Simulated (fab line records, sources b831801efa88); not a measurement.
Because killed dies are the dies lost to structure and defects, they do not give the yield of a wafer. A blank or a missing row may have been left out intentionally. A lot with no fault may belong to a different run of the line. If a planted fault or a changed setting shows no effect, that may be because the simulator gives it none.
fab line records    flow sfqLine    part 1 of 2: steps 1 to 25 of 35
record: lots: 5  wafers: 15  lastDay: 86
route steps=325 shown I4@176 JJ@178 M5@198 A5B@209
lots that met no fault: taken from a fault-free run of the same line
startH: hours from the record's opening day to when the first of the lot's shown wafers began    waitH: how many hours have passed since the lot's step before this one    " the same as in the row above    L1.1+2: one row covering several wafers at once    - either no value or no given start    * or withheld: withheld    < > ~ a bound
route shown NAME@n: names a module that has steps shown in the file, with the first one's number in the route    usual: mean/standard deviation of fault-free wafers    same: alike in all rows    chamber/n: place in a boat    sites: per-site readings    _std_site: standard deviation across them    _edge_site: outer sites' mean less inner sites'    radiusMm: for every site, how far away it sits from the centre of the wafer    mask NAME#n: copy n    behind: the last tool/chamber to shape the wafer    hold: the reason the lot was held/the length of the hold in hours/how it ended    device: whichever transistor did not switch (one of n, p or np)    end of line: the route-end tests of the same wafers    a step without rows: its recipe alone    killed: the dies lost at the first sort to structure and to defects; this is not the yield of the wafer    map: per-die view of a wafer (x killed, . not killed, _ where there is no die)
set.NAME: setting as actually run; set.NAME@STEP: the setting as run at that earlier step    model.NAME: the simulator's own value behind a step, which no gauge read
lots seen at some steps along the route; tables by step, rows by wafer
services: from which hour (startH, from the record's first day; less than 0 if before it) a tool's chamber was out of use, for how many hours, and why
== steps ==
step: SFQ_TRILAYER_I4_VIA_STRIP_STRIP_107
recipe: gas: O2  powerW: 200  platenTempC: 40  overashFraction: 0.65  chemistry: O2  pressureMtorr: 50
usual: drypumpMotorCurrentA: 5.7/0.32  oesProductAu: 0.998/0.0084
lot.wafer  tool         chamber  startH   waitH  drypumpMotorCurrentA  oesProductAu  rfHoursCounterH
L078.4     rieMetal-03  1        1270.96  -      6.0                   1.006         -
L078.5     "            0        "        "      6.5                   0.989         -
L078.6     "            1        "        "      6.0                   0.997         -
L081.3     rieMetal-02  1        1313.21  -      5.4                   0.996         -
L081.4     "            0        "        "      5.7                   0.991         -
L081.5     "            0        "        "      5.7                   0.993         -
L083.1     rieMetal-03  0        1318.88  -      6.4                   1.000         109
L083.2     "            1        "        "      6.0                   1.013         48
L083.5     "            0        "        "      6.5                   0.988         -
L086.1     rieMetal-02  0        1326.21  -      5.7                   0.994         84
L086.2     "            1        "        "      5.4                   1.002         3
L086.3     "            1        "        "      5.4                   0.992         -
L092.1     rieMetal-03  1        1495.18  -      6.0                   1.012         67
L092.4     "            1        "        "      6.0                   1.004         -
L092.5     "            0        "        "      6.4                   0.986         -
step: SFQ_TRILAYER_I4_VIA_STRIP_SOLV_CLEAN_108
recipe: chemistry: NMP  tempC: 70  timeS: 600
same: timeS: 600
lot.wafer   tool         chamber  startH   waitH
L078.4+5+6  wetBench-02  2,1,3    1271.36  0.2
L081.3+4+5  wetBench-02  7,6,2    1313.61  0.2
L083.1+2+5  wetBench-03  3,2,0    1319.68  0.5
L086.1+2+3  wetBench-02  5,6,4    1326.81  0.4
L092.1+4+5  wetBench-03  4,6,0    1495.78  0.4
step: SFQ_TRILAYER_JJ_TRILAYER_DEP_PRE_CLEAN_113
recipe: gas: Ar  timeS: 22.5  biasV: 250
same: timeS: 22.5
lot.wafer   tool           chamber  startH   waitH
L078.4+5+6  pvdSputter-03  -        1271.53  0.0
L081.3+4+5  pvdSputter-05  -        1313.78  0.0
L083.1+2+5  pvdSputter-03  -        1319.86  0.0
L086.1+2+3  pvdSputter-06  -        1326.99  0.0
L092.1+4+5  pvdSputter-03  -        1495.96  0.0
step: SFQ_TRILAYER_JJ_TRILAYER_DEP_SPUTTER_109
recipe: material: Nb  basePressurePa: 1.33e-06  chamberPressurePa: 0.1333  substrateTempC: 20  targetThkNm: 150  powerW: 2000  timeS: 100
usual: throttleValvePct: 30.0/0.78
same: timeS: 100
lot.wafer  tool           chamber  startH   waitH  throttleValvePct
L078.4     pvdSputter-03  -        1271.56  0.0    30.1
L078.5     "              -        "        "      30.6
L078.6     "              -        "        "      29.2
L081.3     pvdSputter-05  -        1313.81  0.0    29.4
L081.4     "              -        "        "      30.2
L081.5     "              -        "        "      29.4
L083.1     pvdSputter-03  -        1319.89  0.0    29.2
L083.2     "              -        "        "      30.2
L083.5     "              -        "        "      29.2
L086.1     pvdSputter-06  -        1327.02  0.0    30.3
L086.2     "              -        "        "      30.9
L086.3     "              -        "        "      31.2
L092.1     pvdSputter-03  -        1495.99  0.0    30.4
L092.4     "              -        "        "      29.2
L092.5     "              -        "        "      30.4
step: SFQ_TRILAYER_JJ_TRILAYER_DEP_SPUTTER_110
recipe: material: Al  basePressurePa: 1.33e-06  targetThkNm: 8  powerW: 500  timeS: 10  chamberPressurePa: 0.4
usual: throttleValvePct: 30.1/0.8
same: timeS: 10
lot.wafer  tool           chamber  startH   waitH  throttleValvePct
L078.4     pvdSputter-03  -        1271.63  0.0    29.9
L078.5     "              -        "        "      30.3
L078.6     "              -        "        "      29.3
L081.3     pvdSputter-05  -        1313.88  0.0    29.3
L081.4     "              -        "        "      30.1
L081.5     "              -        "        "      29.1
L083.1     pvdSputter-03  -        1319.96  0.0    29.3
L083.2     "              -        "        "      30.2
L083.5     "              -        "        "      29.4
L086.1     pvdSputter-06  -        1327.09  0.0    30.5
L086.2     "              -        "        "      30.9
L086.3     "              -        "        "      31.2
L092.1     pvdSputter-03  -        1496.06  0.0    30.0
L092.4     "              -        "        "      29.0
L092.5     "              -        "        "      30.3
step: SFQ_TRILAYER_JJ_TRILAYER_DEP_AL_OXIDATION_111
recipe: pressureMbar: 0.014667  oxidationTimeS: 600  temperatureK: 293
usual: pressureMbar: 0.014665/3e-05
same: oxidationTimeS: 600
lot.wafer  tool           chamber  startH   waitH  pressureMbar
L078.4     pvdSputter-03  -        1271.66  0.0    0.014668
L078.5     "              -        "        "      0.014685
L078.6     "              -        "        "      0.014655
L081.3     pvdSputter-05  -        1313.91  0.0    0.014678
L081.4     "              -        "        "      0.014657
L081.5     "              -        "        "      0.014664
L083.1     pvdSputter-03  -        1319.98  0.0    0.014619
L083.2     "              -        "        "      0.014669
L083.5     "              -        "        "      0.01466
L086.1     pvdSputter-06  -        1327.11  0.0    0.01467
L086.2     "              -        "        "      0.014684
L086.3     "              -        "        "      0.014659
L092.1     pvdSputter-03  -        1496.08  0.0    0.0147
L092.4     "              -        "        "      0.014663
L092.5     "              -        "        "      0.014694
step: SFQ_TRILAYER_JJ_TRILAYER_DEP_SPUTTER_112
recipe: material: Nb  basePressurePa: 1.33e-06  chamberPressurePa: 0.1333  substrateTempC: 20  targetThkNm: 170  powerW: 2000  timeS: 113.3
usual: throttleValvePct: 30.0/0.79
same: timeS: 113.3
lot.wafer  tool           chamber  startH   waitH  throttleValvePct
L078.4     pvdSputter-03  -        1272.66  0.5    29.7
L078.5     "              -        "        "      30.2
L078.6     "              -        "        "      29.3
L081.3     pvdSputter-05  -        1314.91  0.5    29.1
L081.4     "              -        "        "      30.1
L081.5     "              -        "        "      29.3
L083.1     pvdSputter-03  -        1320.98  0.5    29.2
L083.2     "              -        "        "      30.6
L083.5     "              -        "        "      29.4
L086.1     pvdSputter-06  -        1328.11  0.5    30.6
L086.2     "              -        "        "      31.0
L086.3     "              -        "        "      31.3
L092.1     pvdSputter-03  -        1497.08  0.5    30.3
L092.4     "              -        "        "      29.0
L092.5     "              -        "        "      30.4
step: SFQ_JJ_RS_MEAS_929
recipe: thkMeasGauge: four-point-probe  reads: Nb_of_TRILAYER_JJ_TRILAYER_DEP_SPUTTER_112
usual: JJ_NB_RS: 1.048/0.01
lot.wafer  tool          chamber  startH   waitH  JJ_NB_RS[ohm/sq]
L078.4     filmMetro-03  -        1272.80  0.1    1.035
L078.5     "             -        "        "      1.045
L078.6     "             -        "        "      1.039
L081.3     filmMetro-01  -        1315.03  0.1    1.038
L081.4     "             -        "        "      1.047
L081.5     "             -        "        "      1.044
L083.1     filmMetro-01  -        1321.06  0.0    1.064
L083.2     "             -        "        "      1.051
L083.5     "             -        "        "      1.056
L086.1     filmMetro-03  -        1328.19  0.0    1.038
L086.2     "             -        "        "      1.048
L086.3     "             -        "        "      1.034
L092.1     filmMetro-03  -        1497.16  0.0    1.035
L092.4     "             -        "        "      1.049
L092.5     "             -        "        "      1.039
step: SFQ_TRILAYER_JJ_CE_LITHO_COAT_119
recipe: resist: BARC  spinRpm: 3000  resistThkNm: 62
usual: exhaustPa: 45.1/0.91
lot.wafer  tool           chamber  startH   waitH  exhaustPa
L078.4     lithoTrack-03  0        1273.07  0.2    45.5
L078.5     "              0        "        "      44.5
L078.6     "              0        "        "      45.8
L081.3     lithoTrack-01  0        1315.27  0.1    44.1
L081.4     "              0        "        "      45.2
L081.5     "              0        "        "      44.5
L083.1     lithoTrack-03  0        1321.24  0.1    44.2
L083.2     "              0        "        "      44.4
L083.5     "              0        "        "      44.8
L086.1     lithoTrack-01  0        1328.37  0.1    45.4
L086.2     "              0        "        "      43.4
L086.3     "              0        "        "      43.8
L092.1     lithoTrack-04  0        1497.34  0.1    45.3
L092.4     "              0        "        "      44.7
L092.5     "              0        "        "      45.1
step: SFQ_TRILAYER_JJ_CE_LITHO_COAT_114
recipe: resist: KrF  spinRpm: 3000  resistThkNm: 600
usual: exhaustPa: 45.0/0.86
lot.wafer  tool           chamber  startH   waitH  exhaustPa
L078.4     lithoTrack-03  0        1273.37  0.2    44.5
L078.5     "              0        "        "      44.2
L078.6     "              0        "        "      44.4
L081.3     lithoTrack-01  0        1315.57  0.2    45.7
L081.4     "              0        "        "      43.4
L081.5     "              0        "        "      45.2
L083.1     lithoTrack-03  0        1321.54  0.2    44.4
L083.2     "              0        "        "      44.6
L083.5     "              0        "        "      45.0
L086.1     lithoTrack-01  0        1328.67  0.2    43.0
L086.2     "              0        "        "      45.6
L086.3     "              0        "        "      43.7
L092.1     lithoTrack-04  0        1497.64  0.2    46.3
L092.4     "              0        "        "      45.7
L092.5     "              0        "        "      45.7
step: SFQ_TRILAYER_JJ_CE_LITHO_SOFTBAKE_118
recipe: tempC: withheld  timeS: withheld  resist: KrF
usual: exhaustPa: 45.1/0.92
lot.wafer  tool           chamber  startH   waitH  exhaustPa
L078.4     lithoTrack-03  0        1273.59  0.2    44.5
L078.5     "              0        "        "      45.5
L078.6     "              0        "        "      44.8
L081.3     lithoTrack-01  0        1315.82  0.2    46.6
L081.4     "              0        "        "      44.7
L081.5     "              0        "        "      43.5
L083.1     lithoTrack-03  0        1321.84  0.2    45.7
L083.2     "              0        "        "      44.9
L083.5     "              0        "        "      45.4
L086.1     lithoTrack-01  0        1328.97  0.2    44.2
L086.2     "              0        "        "      43.6
L086.3     "              0        "        "      44.7
L092.1     lithoTrack-04  0        1497.94  0.2    44.9
L092.4     "              0        "        "      44.4
L092.5     "              0        "        "      45.1
step: SFQ_TRILAYER_JJ_CE_LITHO_EXPOSE_115
recipe: maskId: J5  na: 0.6  sourceShape: conventional  sigmaOuter: 0.65  targetCdNm: 700  doseMj: 14.4
lot.wafer   tool           chamber  startH   waitH  mask
L078.4+5+6  krfScanner-02  0        1305.63  -      J5#0
L081.3+4+5  krfScanner-02  0        1424.29  -      J5#0
L083.1+2+5  krfScanner-02  0        1431.09  -      J5#0
L086.1+2+3  krfScanner-02  0        1439.49  -      J5#0
L092.1+4+5  krfScanner-01  0        1498.09  -      J5#0
step: SFQ_TRILAYER_JJ_CE_LITHO_PEB_117
recipe: pebTempC: 115  pebTimeS: 60  resist: KrF
usual: exhaustPa: 44.8/0.97  plateTempC: 114.98/0.14
lot.wafer  tool           chamber  startH   waitH  exhaustPa  plateTempC
L078.4     lithoTrack-03  0        1306.30  0.5    47.8       115.05
L078.5     "              0        "        "      46.0       114.97
L078.6     "              0        "        "      47.0       114.90
L081.3     lithoTrack-04  0        1425.14  0.7    46.5       115.33
L081.4     "              0        "        "      44.9       115.04
L081.5     "              0        "        "      45.0       115.18
L083.1     lithoTrack-03  0        1432.29  1.0    43.3       114.82
L083.2     "              0        "        "      43.7       114.81
L083.5     "              0        "        "      45.9       114.89
L086.1     lithoTrack-01  0        1440.69  1.0    45.1       115.31
L086.2     "              0        "        "      44.6       115.20
L086.3     "              0        "        "      45.0       115.33
L092.1     lithoTrack-04  0        1499.29  1.0    45.7       114.84
L092.4     "              0        "        "      44.9       114.86
L092.5     "              0        "        "      46.6       114.96
step: SFQ_TRILAYER_JJ_CE_LITHO_DEVELOP_116
recipe: timeS: 60  resist: KrF
usual: exhaustPa: 44.8/0.81
same: timeS: 60
lot.wafer  tool           chamber  startH   waitH  exhaustPa
L078.4     lithoTrack-03  0        1306.45  0.1    45.3
L078.5     "              0        "        "      45.3
L078.6     "              0        "        "      44.4
L081.3     lithoTrack-04  0        1425.29  0.1    44.9
L081.4     "              0        "        "      45.1
L081.5     "              0        "        "      44.6
L083.1     lithoTrack-03  0        1432.44  0.1    44.1
L083.2     "              0        "        "      44.8
L083.5     "              0        "        "      45.0
L086.1     lithoTrack-01  0        1440.84  0.1    44.6
L086.2     "              0        "        "      44.6
L086.3     "              0        "        "      44.2
L092.1     lithoTrack-04  0        1499.44  0.1    44.0
L092.4     "              0        "        "      45.1
L092.5     "              0        "        "      43.4
step: SFQ_JJ_OVL_MEAS_931
usual: J5_OVL: -3/4.8
lot.wafer  tool        chamber  startH   waitH  J5_OVL[nm]
L078.4     overlay-01  -        1306.54  0.1    -1
L078.5     "           -        "        "      -7
L078.6     "           -        "        "      4
L081.3     overlay-01  -        1425.40  0.1    4
L081.4     "           -        "        "      0
L081.5     "           -        "        "      -5
L083.1     overlay-01  -        1432.59  0.1    -9
L083.2     "           -        "        "      -2
L083.5     "           -        "        "      -10
L086.1     overlay-02  -        1440.99  0.1    7
L086.2     "           -        "        "      5
L086.3     "           -        "        "      1
L092.1     overlay-02  -        1499.59  0.1    2
L092.4     "           -        "        "      -4
L092.5     "           -        "        "      2
step: SFQ_TRILAYER_JJ_CE_METRO_MEASURE_117
usual: cdNm: 699.9/1.4
lot.wafer  tool      chamber  startH   waitH  cdNm
L078.4     cdSem-01  -        1307.16  0.6    699.7
L078.5     "         -        "        "      701.1
L078.6     "         -        "        "      700.4
L081.3     cdSem-01  -        1425.83  0.4    700.3
L081.4     "         -        "        "      700.9
L081.5     "         -        "        "      699.9
L083.1     cdSem-01  -        1432.63  0.0    700.3
L083.2     "         -        "        "      699.2
L083.5     "         -        "        "      698.7
L086.1     cdSem-02  -        1441.03  0.0    696.9
L086.2     "         -        "        "      698.4
L086.3     "         -        "        "      698.8
L092.1     cdSem-02  -        1499.63  0.0    699.3
L092.4     "         -        "        "      698.5
L092.5     "         -        "        "      700.4
step: SFQ_TRILAYER_JJ_CE_BARC_OPEN_RIE_150
recipe: maskMaterial: PR  chemistry: O2  targetDepthNm: 240  target: BARC  icpW: 600  biasW: 80  pressureMtorr: 10  timeS: 80
usual: drypumpMotorCurrentA: 5.84/0.26  oesProductAu: 0.538/0.0045
same: timeS: 80
lot.wafer  tool         chamber  startH   waitH  drypumpMotorCurrentA  oesProductAu  rfHoursCounterH
L078.4     rieMetal-03  0        1307.79  0.4    6.45                  0.535         -
L078.5     "            0        "        "      6.41                  0.529         -
L078.6     "            1        "        "      6.02                  0.545         -
L081.3     rieMetal-04  0        1426.66  0.6    5.77                  0.545         -
L081.4     "            1        "        "      5.91                  0.535         -
L081.5     "            0        "        "      5.78                  0.539         -
L083.1     rieMetal-04  0        1433.83  1.0    5.77                  0.536         89
L083.2     "            1        "        "      5.92                  0.531         79
L083.5     "            1        "        "      5.92                  0.536         -
L086.1     rieMetal-01  1        1442.23  1.0    5.60                  0.538         83
L086.2     "            0        "        "      5.57                  0.534         140
L086.3     "            0        "        "      5.59                  0.537         -
L092.1     rieMetal-01  0        1500.83  1.0    5.59                  0.539         3
L092.4     "            0        "        "      5.58                  0.534         -
L092.5     "            1        "        "      5.61                  0.535         -
step: SFQ_TRILAYER_JJ_CE_ETCH_RIE_118
recipe: target: Nb  stopOn: Al2O3  maskMaterial: PR  taperDeg: 13.257  overEtchFrac: 0.15  timeS: 97.7  chemistry: SF6  targetDepthNm: 170  icpW: 600  biasW: 80  pressureMtorr: 10
usual: drypumpMotorCurrentA: 5.84/0.26  oesProductAu: 0.988/0.0067
same: timeS: 97.7
lot.wafer  tool         chamber  startH   waitH  drypumpMotorCurrentA  oesProductAu  rfHoursCounterH
L078.4     rieMetal-03  0        1307.89  0.1    6.46                  0.988         -
L078.5     "            0        "        "      6.48                  0.986         -
L078.6     "            1        "        "      6.02                  0.990         -
L081.3     rieMetal-04  0        1426.76  0.1    5.80                  0.980         -
L081.4     "            1        "        "      5.93                  0.989         -
L081.5     "            0        "        "      5.80                  0.986         -
L083.1     rieMetal-04  0        1433.92  0.1    5.79                  0.980         89
L083.2     "            1        "        "      5.92                  0.973         79
L083.5     "            1        "        "      5.92                  0.987         -
L086.1     rieMetal-01  1        1442.32  0.1    5.62                  0.979         83
L086.2     "            0        "        "      5.61                  0.985         140
L086.3     "            0        "        "      5.58                  0.987         -
L092.1     rieMetal-01  0        1500.92  0.1    5.57                  0.996         3
L092.4     "            0        "        "      5.60                  0.971         -
L092.5     "            1        "        "      5.61                  0.994         -
step: SFQ_TRILAYER_JJ_ANODIZE_ANODIZE_119
recipe: currentDensityMaCm2: withheld  endCurrentDensityMaCm2: withheld  bathTempC: withheld
lot.wafer   tool         chamber  startH   waitH
L078.4+5+6  wetBench-06  2,6,7    1307.96  0.0
L081.3+4+5  wetBench-05  2,1,5    1426.83  0.0
L083.1+2+5  wetBench-05  1,0,2    1434.03  0.1
L086.1+2+3  wetBench-06  1,5,0    1442.43  0.1
L092.1+4+5  wetBench-06  1,3,5    1501.02  0.1
step: SFQ_TRILAYER_JJ_CE_STRIP_STRIP_120
recipe: gas: O2  powerW: 200  platenTempC: 40  overashFraction: 0.65  chemistry: O2  pressureMtorr: 50
usual: drypumpMotorCurrentA: 5.9/0.3  oesProductAu: 0.998/0.007
lot.wafer  tool         chamber  startH   waitH  drypumpMotorCurrentA  oesProductAu  rfHoursCounterH
L078.4     rieMetal-03  0        1308.66  0.2    6.5                   0.994         -
L078.5     "            1        "        "      6.0                   1.002         -
L078.6     "            0        "        "      6.5                   0.982         -
L081.3     rieMetal-03  1        1427.57  0.2    6.0                   0.997         -
L081.4     "            0        "        "      6.4                   0.985         -
L081.5     "            1        "        "      6.0                   1.005         -
L083.1     rieMetal-01  1        1434.53  0.0    5.6                   0.992         82
L083.2     "            0        "        "      5.6                   1.011         139
L083.5     "            0        "        "      5.6                   0.999         -
L086.1     rieMetal-04  0        1442.97  0.0    5.8                   0.998         91
L086.2     "            1        "        "      5.9                   1.006         81
L086.3     "            1        "        "      5.9                   1.006         -
L092.1     rieMetal-04  0        1501.52  0.0    5.8                   0.996         99
L092.4     "            0        "        "      5.8                   0.991         -
L092.5     "            0        "        "      5.8                   0.990         -
step: SFQ_TRILAYER_JJ_CE_STRIP_SOLV_CLEAN_121
recipe: chemistry: NMP  tempC: 70  timeS: 600
same: timeS: 600
lot.wafer   tool         chamber  startH   waitH
L078.4+5+6  wetBench-04  4,2,1    1309.06  0.2
L081.3+4+5  wetBench-03  0,5,7    1427.97  0.2
L083.1+2+5  wetBench-04  3,2,6    1435.13  0.4
L086.1+2+3  wetBench-04  4,3,6    1443.57  0.4
L092.1+4+5  wetBench-03  5,2,0    1502.12  0.4
step: SFQ_TRILAYER_M5_LITHO_COAT_128
recipe: resist: BARC  spinRpm: 3000  resistThkNm: 62
usual: exhaustPa: 45.0/0.87
lot.wafer  tool           chamber  startH   waitH  exhaustPa
L078.4     lithoTrack-01  0        1309.38  0.1    43.8
L078.5     "              0        "        "      43.5
L078.6     "              0        "        "      43.8
L081.3     lithoTrack-01  0        1428.25  0.1    44.3
L081.4     "              0        "        "      44.1
L081.5     "              0        "        "      44.3
L083.1     lithoTrack-01  0        1435.30  0.0    46.0
L083.2     "              0        "        "      45.9
L083.5     "              0        "        "      46.5
L086.1     lithoTrack-02  0        1443.75  0.0    44.5
L086.2     "              0        "        "      43.4
L086.3     "              0        "        "      44.2
L092.1     lithoTrack-03  0        1502.30  0.0    46.4
L092.4     "              0        "        "      45.1
L092.5     "              0        "        "      44.8
step: SFQ_TRILAYER_M5_LITHO_COAT_123
recipe: resist: KrF  spinRpm: 3000  resistThkNm: 600
usual: exhaustPa: 45.1/0.76
lot.wafer  tool           chamber  startH   waitH  exhaustPa
L078.4     lithoTrack-01  0        1309.68  0.2    45.4
L078.5     "              0        "        "      45.1
L078.6     "              0        "        "      44.5
L081.3     lithoTrack-01  0        1428.55  0.2    44.8
L081.4     "              0        "        "      44.1
L081.5     "              0        "        "      43.4
L083.1     lithoTrack-01  0        1435.60  0.2    45.0
L083.2     "              0        "        "      44.3
L083.5     "              0        "        "      46.0
L086.1     lithoTrack-02  0        1444.05  0.2    44.1
L086.2     "              0        "        "      45.3
L086.3     "              0        "        "      44.2
L092.1     lithoTrack-03  0        1502.60  0.2    46.0
L092.4     "              0        "        "      45.9
L092.5     "              0        "        "      44.8
step: SFQ_TRILAYER_M5_LITHO_SOFTBAKE_127
recipe: tempC: withheld  timeS: withheld  resist: KrF
usual: exhaustPa: 45.2/0.89
lot.wafer  tool           chamber  startH   waitH  exhaustPa
L078.4     lithoTrack-01  0        1309.91  0.2    45.5
L078.5     "              0        "        "      45.5
L078.6     "              0        "        "      44.1
L081.3     lithoTrack-01  0        1428.80  0.2    44.6
L081.4     "              0        "        "      46.0
L081.5     "              0        "        "      45.8
L083.1     lithoTrack-01  0        1435.90  0.2    45.3
L083.2     "              0        "        "      47.1
L083.5     "              0        "        "      45.0
L086.1     lithoTrack-02  0        1444.35  0.2    45.5
L086.2     "              0        "        "      44.8
L086.3     "              0        "        "      44.5
L092.1     lithoTrack-03  0        1502.90  0.2    46.3
L092.4     "              0        "        "      45.6
L092.5     "              0        "        "      45.0
step: SFQ_TRILAYER_M5_LITHO_EXPOSE_124
recipe: maskId: M5  na: 0.6  sourceShape: conventional  sigmaOuter: 0.65  targetCdNm: 700  doseMj: 14.4
lot.wafer   tool           chamber  startH   waitH  mask
L078.4+5+6  krfScanner-02  0        1417.29  -      M5#0
L081.3+4+5  krfScanner-01  0        1545.62  -      M5#0
L083.1+2+5  krfScanner-01  0        1552.42  -      M5#0
L086.1+2+3  krfScanner-01  0        1564.42  -      M5#0
L092.1+4+5  krfScanner-02  0        1632.94  -      M5#0
